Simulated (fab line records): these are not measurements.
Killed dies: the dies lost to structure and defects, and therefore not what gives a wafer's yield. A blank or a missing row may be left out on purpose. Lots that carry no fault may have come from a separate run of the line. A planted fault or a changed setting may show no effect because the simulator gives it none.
Comparing a struck lot with a sound one :: flow sky130 :: 15 out of 708 route steps
Sound: the wafers L517.1, L517.2, L517.3. Wafers struck: L532.1, L532.3, L532.5. At the end, the cause is stated.
Each step with rows lists, per side, the tool, then ch with its chambers, then its first start. Under that, the readings that differ: sound wafers :: struck wafers :: difference of the means :: sigmas: that difference in standard deviations of wafers without a fault.
alike: readings with means less than 2 such deviations apart, plus words and numbers identical on both sides. not compared: withheld readings, readings lacking a value on some wafer, bounds such as >300 that could conceal the same value, and numbers that have no deviation in the record and whose values overlap.
A row with sigmas, a row that says differs or no value, or rows on one side alone: a step with any of these is where the two part. Non-overlapping numbers with no deviation appear without sigmas and do not part them. A reading that every wafer of one side lacks parts them only if that side has two wafers or more.

SKY_SPACER_ETCHBACK_02: etches Si3N4 in CH3F/O2, stops on SiO2, time 46.7 s, target depth 45 nm.
  sound on rie diel-03 ch 0,1,3, day 26 02:18; struck on rie diel-01 ch 0,3, day 30 14:41
  alike: ch3f flow sccm, chamber pressure mTorr, drypump motor current A, oes product au, throttle valve pct
  not compared: rf hours counter h
then, 8 steps without rows for these wafers: SKY_POLY_CUT_DEHYDRATE_00 (time 60 s); SKY_POLY_CUT_HMDS_01 (prime time 60 s); SKY_POLY_CUT_COAT_02 (resist thk 60 nm); SKY_POLY_CUT_COAT_03 (resist thk 450 nm); SKY_POLY_CUT_SOFTBAKE_04 (time 90 s); SKY_POLY_CUT_EXPOSE_05 (exposes mask NPCM, target cd 270 nm); SKY_POLY_CUT_PEB_06; SKY_POLY_CUT_DEVELOP_07 (develop time 60 s).
SKY_POLY_CUT_CD_MEAS_08: the cd target is 270 nm.
  sound on cd sem-01, day 27 07:10; struck on cd sem-01, day 31 17:37
  alike: cd nm
SKY_POLY_CUT_OVL_MEAS_09:
  sound on overlay-01, day 27 07:17; struck on overlay-02, day 31 17:44
  alike: POLY_CUT_OVL
SKY_POLY_CUT_ETCH_10: etches BARC in N2/H2, stops on SiO2, time 45.9 s, target depth 60 nm.
  sound on rie diel-02 ch 0,2,3, day 27 07:19; struck on rie diel-04 ch 0,2,3, day 31 17:46
  alike: bias w, chamber pressure mTorr, drypump motor current A, oes product au, throttle valve pct
  not compared: rf hours counter h
SKY_POLY_CUT_ETCH_11: etches Si3N4 in CF4/CH2F2/Ar, stops on poly-Si, time 42.5 s, target depth 60 nm.
  sound on rie diel-02 ch 0,2,3, day 27 07:22; struck on rie diel-04 ch 0,2,3, day 31 17:49
  no value came back on the struck wafers for any of 7 readings (bias w (W), cf4 flow sccm (sccm) and others); on the sound wafers bias w (W) reads 149.9 149.7 149.1
SKY_POLY_CUT_STRIP_12: strips in O2/N2.
  sound on plasma asher-01 ch 0,1, day 27 07:25; struck on plasma asher-03 ch 1, day 31 17:52
  alike: chamber pressure mTorr, drypump motor current A, oes product au, strip time to endpoint s
  not compared: rf hours counter h
-- record jumps: 19 days separate the struck wafers' starts on either side; left off in module POLY_CUT, taken up again in module PAD_OPEN, whose first shown step is the route's number 708 --
SKY_PAD_OPEN_PROBE_99:
  sound on prober-01, day 47 22:37; struck on prober-01, day 50 18:13
reading: hold
sound: - - -
struck: await dispo/1.6h/scrap await dispo/1.6h/scrap await dispo/1.6h/scrap
difference: no value on the sound wafers
sigmas: 

reading: killed at front end
sound: 15 17 21
struck: 425 434 417
difference: +408
sigmas: +83

reading: killed dies
sound: 94 85 87
struck: 492 492 492
difference: +403
sigmas: +37

reading: killed on rim
sound: 16 14 12
struck: 96 96 96
difference: +82
sigmas: +24
  alike: killed_at_M0_to_M3, killed_at_M4_up, killed at contacts, killed at other, killed open, killed short

WHERE THEY PART
At SKY_POLY_CUT_ETCH_11 first; at SKY_PAD_OPEN_PROBE_99 last (within this record only).

WHY: what had been put in by the simulator
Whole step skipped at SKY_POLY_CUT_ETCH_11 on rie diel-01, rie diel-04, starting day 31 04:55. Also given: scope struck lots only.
